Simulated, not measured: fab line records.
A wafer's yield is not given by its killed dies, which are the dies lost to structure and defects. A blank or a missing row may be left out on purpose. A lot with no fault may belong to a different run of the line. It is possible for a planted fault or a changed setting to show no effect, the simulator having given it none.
Problem report in the 8D (eight disciplines) form, filled by code | flow gf180mcu | the parts of the form that need people (team, actions taken, sign-off) are left out

1. THE PROBLEM
MVPSD_OVL at GF_MVPSD_OVL_MEAS_07 reads a mean of -67.5 nm on 6 wafers of 2 lots; wafers without a fault read -0.4 nm with a standard deviation of 1.4. That is -48 standard deviations from the usual mean.
First seen on wafer L752.1, day 9 22:34, on overlay-01. The record holds 42 wafers of 14 lots with a number at this step. Rule for "out", or "out of limits": more than 4 standard deviations from the usual mean. Any other wafer with a number is counted as sound.

2. WHAT IT IS AND WHAT IT IS NOT
question                    | is                     | is not
which readings at this step | MVPSD_OVL              | -
which lots                  | L752, L754             | L733, L735, L736, L737, L739, L740, L741, L743, L744, L746, L747, L751
which wafers of those lots  | all that have a number | -
read on which gauges        | overlay-01, overlay-02 | -
when                        | from day 9 22:34       | up to then (36 sound wafers)

3. WHAT RULES OUT EACH SUSPECT
Counting: a tool at a process step up to the reading stays a suspect if it ran every lot that is out and no sound lot after the first of them.
- the gauge at GF_MVPSD_OVL_MEAS_07 is ruled out. Those wafers that are out were read across 2 gauges (overlay-01, overlay-02).
- iline-stepper-02 at GF_MVPSD_EXPOSE_04 (exposes mask MVPSD, target cd 1000 nm): kept. It ran every lot that is out, first L752 (day 9 14:05), and no sound lot after that; its last sound lot up to then is L751 (day 9 10:43).
Left after counting: iline-stepper-02 at GF_MVPSD_EXPOSE_04.

4. THE CAUSE (what the simulator had put in)
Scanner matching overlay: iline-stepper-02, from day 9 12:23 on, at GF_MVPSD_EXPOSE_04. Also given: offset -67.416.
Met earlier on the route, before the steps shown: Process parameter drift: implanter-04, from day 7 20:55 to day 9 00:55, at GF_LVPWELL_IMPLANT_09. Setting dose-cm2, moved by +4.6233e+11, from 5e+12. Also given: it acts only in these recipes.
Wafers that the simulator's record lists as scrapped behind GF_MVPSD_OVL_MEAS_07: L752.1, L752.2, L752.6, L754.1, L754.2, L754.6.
This tool alone remained once counting was done.

5. THE EFFECT CHAIN, in route order
Rows list readings where the struck wafers' mean (over those with a number) sits beyond 3 standard deviations from the usual. Readings are gone through only where the record gives a usual standard deviation; hours: the median, over the lots, of the time from a lot's start at the first step in this table giving one to that lot's start at this step; sigmas: the change measured in usual standard deviations.
hours | step                 | reading   | usual   | on struck wafers | change | sigmas
0     | GF_MVPSD_OVL_MEAS_07 | MVPSD_OVL | -0.4 nm | -67.5            | -67.1  | -48

6. WHAT WOULD HAVE CAUGHT IT SOONER
In this record the first reading out of limits at a measuring or inspecting step was taken at day 9 22:34, 10 hours after the fault began at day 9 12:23.
L754, from the lots that are out (2), started GF_MVPSD_EXPOSE_04 on iline-stepper-02 later than day 9 22:34. Had the tool been put on hold then, it would have been spared.
